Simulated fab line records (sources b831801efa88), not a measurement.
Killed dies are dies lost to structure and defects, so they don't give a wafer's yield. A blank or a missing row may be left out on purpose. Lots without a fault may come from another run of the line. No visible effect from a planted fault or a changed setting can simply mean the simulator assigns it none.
Comparing a struck lot with a sound one -- flow sky130 -- 30 steps out of a route of 708
Sound: the wafers L824.2, L824.4, L824.6. Struck: wafer L814.1. (L814.2 of the same lot was not struck and is left out.) The cause comes at the end.
At each step with rows: each side's tool, then ch and its chambers, then its first start. Under that, the readings that differ: sound wafers -- struck wafers -- difference of the means -- sigmas: that difference in standard deviations of wafers without a fault.
alike: readings whose means differ by less than 2 such deviations, and words and numbers that are the same on both sides. not compared: withheld readings, readings that some wafer has no value for, bounds like >300 that may hide the same value, and numbers for which the record gives no deviation and whose values overlap.
A row with sigmas, a row that says differs or no value, or rows on one side alone: a step with any of these is where the two part. Numbers that don't overlap but have no deviation are shown without sigmas and don't part them. A reading missing from all wafers of one side parts the sides only when that side holds two or more wafers.

SKY_LI_CONTACT_OVL_MEAS_13:
  sound: overlay-01 at day 34 04:32; struck: overlay-01 at day 31 09:05
reading,sound,struck,difference,sigmas
LI_CONTACT_OVL (nm),10 7 14,-8,-18,-3
then, 2 steps without rows for these wafers: SKY_LI_CONTACT_ETCH_14 (etches BARC in N2/H2, stops on SiO2, time 45.9 s, target depth 60 nm); SKY_LI_CONTACT_ETCH_15 (etches PSG in C4F8/O2/Ar, stops on Si, target depth 600 nm).
SKY_LI_CONTACT_STRIP_16: strips in O2/N2.
  sound on plasma-asher-03 ch 0,1, day 34 04:41; struck on plasma-asher-02 ch 1, day 31 09:14
reading,sound,struck,difference,sigmas
drypump-motor-current-A (A),5.3 5.3 5.7,6.5,+1.1,+2
oes-product-au (a.u.),0.374 0.376 0.373,0.385,+0.011,+2
  alike: strip-time-to-endpoint-s
  not compared: rf-hours-counter-h
then, 2 steps without rows for these wafers: SKY_LI_CONTACT_CLEAN_17 (cleans in NMP, time 600 s); SKY_LI_CONTACT_PRE_CLEAN_18 (time 5.6 s).
SKY_LI_CONTACT_SPUTTER_19: material Ti, target thk 20 nm, time 106.37 s.
  sound: pvd-sputter-01 at day 34 05:02; struck: pvd-sputter-03 at day 31 09:33
  alike: throttle-valve-pct
SKY_LI_CONTACT_SPUTTER_20: material TiN, target thk 20 nm, time 80 s.
  sound: pvd-sputter-01 at day 34 05:06; struck: pvd-sputter-03 at day 31 09:38
  alike: throttle-valve-pct
then, 1 step without rows for these wafers: SKY_LI_CONTACT_CVD_21 (deposits W, target thk 400 nm, time 120.56 s).
SKY_LI_CONTACT_RS_MEAS_22: the measuring method here is four-point-probe.
  sound: film-metro-03 at day 34 05:19; struck: film-metro-04 at day 31 09:49
  alike: LI_CONTACT_W_RS
SKY_LI_CONTACT_THK_MEAS_23: measures by xrf.
  sound: film-metro-03 at day 34 05:25; struck: film-metro-04 at day 31 09:56
  alike: LI_CONTACT_W_THK
then, 1 step without rows for these wafers: SKY_LI_CONTACT_CMP_24 (polishes, stops on PSG, t overpolish 20 s, target thk 0 nm).
SKY_LOCAL_INTERCONNECT_SPUTTER_00: material TiN, target thk 100 nm, time 83.3 s.
  sound: pvd-sputter-02 at day 34 05:55; struck: pvd-sputter-02 at day 31 10:17
reading,sound,struck,difference,sigmas
model.TiN_of_LOCAL_INTERCONNECT_SPUTTER_00.thk-nm (nm),100.2 100.4 99.88,105.6,+5.4,
  alike: throttle-valve-pct
SKY_LOCAL_INTERCONNECT_RS_MEAS_01: the measuring method here is four-point-probe.
  sound: film-metro-01 at day 34 06:00; struck: film-metro-02 at day 31 10:38
reading,sound,struck,difference,sigmas
LOCAL_INTERCONNECT_TIN_RS (ohm/sq),14.14 14.10 14.20,13.35,-0.80,-5
  not compared: hold
SKY_LOCAL_INTERCONNECT_THK_MEAS_02: measures by xrf.
  sound: film-metro-01 at day 34 06:07; struck: film-metro-02 at day 31 12:25
reading,sound,struck,difference,sigmas
LOCAL_INTERCONNECT_TIN_THK (nm),99.7 99.7 99.2,104.9,+5.4,+4
  not compared: hold
then, 7 steps without rows for these wafers: SKY_LOCAL_INTERCONNECT_HMDS_04 (prime time 60 s); SKY_LOCAL_INTERCONNECT_COAT_05 (resist thk 60 nm); SKY_LOCAL_INTERCONNECT_COAT_06 (resist thk 450 nm); SKY_LOCAL_INTERCONNECT_SOFTBAKE_07 (time 90 s); SKY_LOCAL_INTERCONNECT_EXPOSE_08 (exposes mask LI1M, target cd 170 nm); SKY_LOCAL_INTERCONNECT_PEB_09; SKY_LOCAL_INTERCONNECT_DEVELOP_10 (develop time 60 s).
SKY_LOCAL_INTERCONNECT_CD_MEAS_11: target cd 170 nm.
  sound: cd-sem-02 at day 35 08:31; struck: cd-sem-01 at day 32 13:09
  alike: cd-nm
SKY_LOCAL_INTERCONNECT_OVL_MEAS_12:
  sound: overlay-01 at day 35 08:37; struck: overlay-02 at day 32 13:16
  alike: LOCAL_INTERCONNECT_OVL
SKY_LOCAL_INTERCONNECT_ETCH_13: etches BARC in N2/H2, stops on SiO2, time 45.9 s, target depth 60 nm.
  sound on rie-metal-03 ch 0,1, day 35 08:39; struck on rie-metal-01 ch 0, day 32 13:18
  alike: drypump-motor-current-A, oes-product-au, throttle-valve-pct
  not compared: rf-hours-counter-h
SKY_LOCAL_INTERCONNECT_METAL_ETCH_14: etches TiN in Cl2/BCl3, stops on PSG, target depth 110 nm, time 31.4 s.
  sound on rie-metal-03 ch 0,1, day 35 08:43; struck on rie-metal-01 ch 0, day 32 13:22
reading,sound,struck,difference,sigmas
oes-product-au (a.u.),0.928 0.940 0.949,0.972,+0.033,+4
throttle-valve-pct (%),21.912 21.885 21.905,21.870,-0.031,-3
model.etch.depth-nm (nm),100.2 100.4 99.88,105.6,+5.4,
model.LOCAL_INTERCONNECT.feature-depth-nm (nm),100.2 100.4 99.88,105.6,+5.4,
  alike: bcl3-flow-sccm, drypump-motor-current-A
  not compared: rf-hours-counter-h
SKY_LOCAL_INTERCONNECT_STRIP_15: strips in O2/N2.
  sound on plasma-asher-03 ch 0,1, day 35 08:46; struck on plasma-asher-03 ch 1, day 32 13:25
  alike: drypump-motor-current-A, oes-product-au, strip-time-to-endpoint-s
  not compared: rf-hours-counter-h
SKY_LOCAL_INTERCONNECT_STRIP_16: strips in post etch residue remover, time 1200 s.
  sound on wet-bench-01 ch 2, day 35 08:52; struck on wet-bench-03 ch 3, day 32 13:31
reading,sound,struck,difference,sigmas
model.TiN_of_LOCAL_INTERCONNECT_SPUTTER_00.thk-nm (nm),99.79 99.96 99.46,105.2,+5.5,
  alike: bath-guard-temp-C
then, 1 step without rows for these wafers: SKY_LOCAL_INTERCONNECT_CLEAN_17 (cleans in IPA, time 180 s).
-- the record jumps here: 15 days lie between the struck wafers' starts before and after (it left off in module LOCAL_INTERCONNECT and takes up again in module PAD_OPEN, whose first step shown is number 708 of the route) --
SKY_PAD_OPEN_PROBE_99:
  sound: prober-02 at day 49 12:07; struck: prober-01 at day 47 11:22
reading,sound,struck,difference,sigmas
model.etest.res-li.line-ohm-um,75.49 74.58 74.88,71.5,-3.5,
model.etest.res-li.rs-ohm-sq,12.76 12.73 12.8,12.09,-0.67,
  alike: killed_at_M0_to_M3, killed_at_M4_up, killed-at-contacts, killed-at-front-end, killed-at-other, killed-dies, killed-open, killed-short

## WHERE THEY PART
At SKY_LI_CONTACT_OVL_MEAS_13 first; at SKY_LOCAL_INTERCONNECT_METAL_ETCH_14 last (within this record only). Later steps at which nothing parts them and some readings are alike: SKY_LOCAL_INTERCONNECT_STRIP_15, SKY_LOCAL_INTERCONNECT_STRIP_16, SKY_PAD_OPEN_PROBE_99.

WHY: what had been put in by the simulator
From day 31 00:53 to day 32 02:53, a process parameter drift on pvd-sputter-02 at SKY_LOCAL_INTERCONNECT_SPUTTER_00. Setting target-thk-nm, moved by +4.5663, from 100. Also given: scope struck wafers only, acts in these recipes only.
